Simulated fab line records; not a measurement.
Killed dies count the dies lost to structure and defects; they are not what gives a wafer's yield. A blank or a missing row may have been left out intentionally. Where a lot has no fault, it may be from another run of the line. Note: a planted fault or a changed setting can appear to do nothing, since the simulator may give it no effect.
Which tool is to blame?    flow gf180mcu    Sampling: 12 lots, 36 wafers, 5 of 602 route steps

## WHAT EACH GAUGE READ, for each wafer
GF_HV_LDD_OVL_MEAS_08.
lot   measured      on          HV_LDD_OVL (nm)
L592  day 10 07:07  overlay-02  0.7 2.0 1.5
L593  day 10 10:19  overlay-02  3.0 0.8 -0.3
L594  day 10 21:27  overlay-02  4.2 3.7 3.2
L595  day 11 11:06  overlay-02  -0.8 0.3 -1.8
L596  day 11 11:10  overlay-01  1.3 0.7 1.6
L598  day 12 08:47  overlay-02  1.0 0.5 -0.9
L601  day 12 20:16  overlay-01  1.7 1.0 1.4
L603  day 13 14:19  overlay-01  0.8 1.2 -0.6
L605  day 14 07:43  overlay-01  -0.6 -2.0 -3.7
L606  day 14 15:53  overlay-01  0.7 -0.8 0.2
L609  day 15 13:22  overlay-02  -1.0 -1.5 -1.2
L611  day 16 07:05  overlay-01  1.2 -1.6 0.1

GF_HV_LDD_OVL_MEAS_32.
lot   measured      on          HV_LDD_02_OVL (nm)
L592  day 11 20:59  overlay-01  -3.9 -2.1 -3.0
L593  day 12 00:49  overlay-01  -1.3 -0.9 -0.9
L594  day 12 12:38  overlay-02  0.2 1.0 -0.5
L595  day 13 01:56  overlay-01  -0.6 -1.8 -0.8
L596  day 13 02:16  overlay-01  -2.7 -2.1 -2.4
L598  day 14 02:25  overlay-01  -0.7 -0.5 -2.2
L601  day 14 14:00  overlay-01  -0.2 0.0 -2.2
L603  day 15 07:52  overlay-01  165.9 166.1 166.0
L605  day 16 02:10  overlay-01  168.1 163.9 166.2
L606  day 16 11:56  overlay-02  -0.8 -2.5 -2.6
L609  day 17 10:46  overlay-01  0.3 1.4 1.2
L611  day 18 06:08  overlay-01  1.1 -0.4 -1.7

## WHICH TOOL RAN EACH LOT (tool, then ch and the chambers of the sampled wafers, then the start)
lot   GF_MVPSD_STRIP_10                    GF_HV_LDD_STRIP_10                    GF_HV_LDD_EXPOSE_28
L592  plasma_asher-02 ch 0,1, day 5 02:32  plasma_asher-02 ch 0,1, day 10 07:17  iline_stepper-02 ch 0, day 11 11:40
L593  plasma_asher-03 ch 0,1, day 5 07:20  plasma_asher-02 ch 0,1, day 10 10:30  iline_stepper-01 ch 0, day 11 15:20
L594  plasma_asher-03 ch 0,1, day 5 17:03  plasma_asher-02 ch 0,1, day 10 21:38  iline_stepper-01 ch 0, day 12 02:46
L595  plasma_asher-03 ch 0,1, day 6 00:20  plasma_asher-02 ch 0,1, day 11 11:17  iline_stepper-02 ch 0, day 12 15:49
L596  plasma_asher-04 ch 0,1, day 6 02:39  plasma_asher-03 ch 0, day 11 11:20    iline_stepper-02 ch 0, day 12 16:07
L598  plasma_asher-03 ch 0,1, day 6 18:09  plasma_asher-03 ch 0,1, day 12 08:58  iline_stepper-01 ch 0, day 13 15:47
L601  plasma_asher-04 ch 0,1, day 7 06:48  plasma_asher-04 ch 0,1, day 12 20:29  iline_stepper-01 ch 0, day 14 03:52
L603  plasma_asher-04 ch 0,1, day 7 19:50  plasma_asher-03 ch 0,1, day 13 14:29  iline_stepper-02 ch 0, day 14 21:08
L605  plasma_asher-04 ch 0,1, day 8 10:09  plasma_asher-03 ch 0,1, day 14 07:55  iline_stepper-02 ch 0, day 15 15:17
L606  plasma_asher-02 ch 0,1, day 8 16:08  plasma_asher-03 ch 0,1, day 14 16:04  iline_stepper-01 ch 0, day 16 00:34
L609  plasma_asher-03 ch 0,1, day 9 08:05  plasma_asher-03 ch 0, day 15 13:32    iline_stepper-01 ch 0, day 16 23:29
L611  plasma_asher-04 ch 0,1, day 9 21:23  plasma_asher-02 ch 0,1, day 16 07:16  iline_stepper-01 ch 0, day 17 18:25
- GF_MVPSD_STRIP_10: strips in O2/N2.
- GF_HV_LDD_STRIP_10: strips in O2/N2.
- GF_HV_LDD_EXPOSE_28: exposes mask Nplus HV AREA, target cd 400 nm.

## AS READ BY THE TOOLS THEMSELVES (means over the sampled wafers that have a number; for cases with no such wafer, the mark the record gives instead)
GF_MVPSD_STRIP_10.
lot   tool             drypump_motor_current_A (A)  heater_power_w (W)  o2_flow_sccm (sccm)  oes_product_au (a.u.)  strip_time_to_endpoint_s (s)
L592  plasma_asher-02  5.7                          331                 2990                 0.719                  36.78
L593  plasma_asher-03  5.3                          310                 3000                 0.722                  37.03
L594  plasma_asher-03  5.4                          309                 3011                 0.727                  37.09
L595  plasma_asher-03  5.3                          309                 3006                 0.721                  37.04
L596  plasma_asher-04  5.9                          334                 3003                 0.721                  36.89
L598  plasma_asher-03  5.4                          311                 2999                 0.721                  37.18
L601  plasma_asher-04  5.6                          344                 2997                 0.721                  36.88
L603  plasma_asher-04  5.6                          344                 3016                 0.721                  37.09
L605  plasma_asher-04  5.6                          340                 3003                 0.720                  37.03
L606  plasma_asher-02  5.7                          292                 3000                 0.719                  37.09
L609  plasma_asher-03  5.4                          306                 3008                 0.721                  37.09
L611  plasma_asher-04  5.9                          335                 3000                 0.723                  36.99

GF_HV_LDD_STRIP_10.
lot   tool             drypump_motor_current_A (A)  heater_power_w (W)  o2_flow_sccm (sccm)  oes_product_au (a.u.)  strip_time_to_endpoint_s (s)
L592  plasma_asher-02  5.67                         292                 3008                 0.714                  12.67
L593  plasma_asher-02  5.67                         296                 3000                 0.719                  12.61
L594  plasma_asher-02  5.73                         319                 2998                 0.715                  12.67
L595  plasma_asher-02  5.73                         322                 3003                 0.718                  12.67
L596  plasma_asher-03  5.10                         310                 3000                 0.714                  12.67
L598  plasma_asher-03  5.41                         307                 2986                 0.713                  12.62
L601  plasma_asher-04  5.62                         342                 3002                 0.710                  12.59
L603  plasma_asher-03  5.25                         305                 3005                 0.714                  12.69
L605  plasma_asher-03  5.42                         309                 2990                 0.719                  12.63
L606  plasma_asher-03  5.42                         306                 3009                 0.718                  12.67
L609  plasma_asher-03  5.10                         309                 2995                 0.713                  12.68
L611  plasma_asher-02  5.76                         323                 3002                 0.717                  12.65

## THE ANSWER, worked out from the rows above alone
Rule: the usual values come from the lots themselves. The widest of any qualifying gaps counts: lots, ordered by their means at a reading, are off when they make up no more than a third of the lots, leave a main group of 4 or more, and stand apart from it by 3 or more times the standard deviation of that group's means. Not used: any main group whose means are identical at the precision the tables above print for the reading. Also off: a lot with no number at a reading for which 4 or more lots have one. The other lots that the step has rows for count as sound. First the gauges in route order, then the tools' own readings, where a lot's mean is used as printed above. The first step at which some lot is off is used, and at that step the reading that is off furthest; a lot without a number counts as furthest.
Off: L603, L605, at GF_HV_LDD_OVL_MEAS_32 (HV_LDD_02_OVL). The main group: mean -1.1 nm, standard deviation 1.1.
A tool fits if, at a process step before that reading, it ran every lot that is off, and no sound lot after the first of them. Gauges at GF_HV_LDD_OVL_MEAS_32: tried the same way as those tools. One fits: iline_stepper-02 at GF_HV_LDD_EXPOSE_28. Its last sound lot is L596 (day 12 16:07), its first lot that is off L603 (day 14 21:08): a fault that began between those two fits.

## WHAT HAD BEEN PUT IN BY THE SIMULATOR
Scanner matching overlay: iline_stepper-02, from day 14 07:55 on, at GF_HV_LDD_EXPOSE_28. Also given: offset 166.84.
Struck lots among those shown: L603, L605. The rule given above showed the same thing.
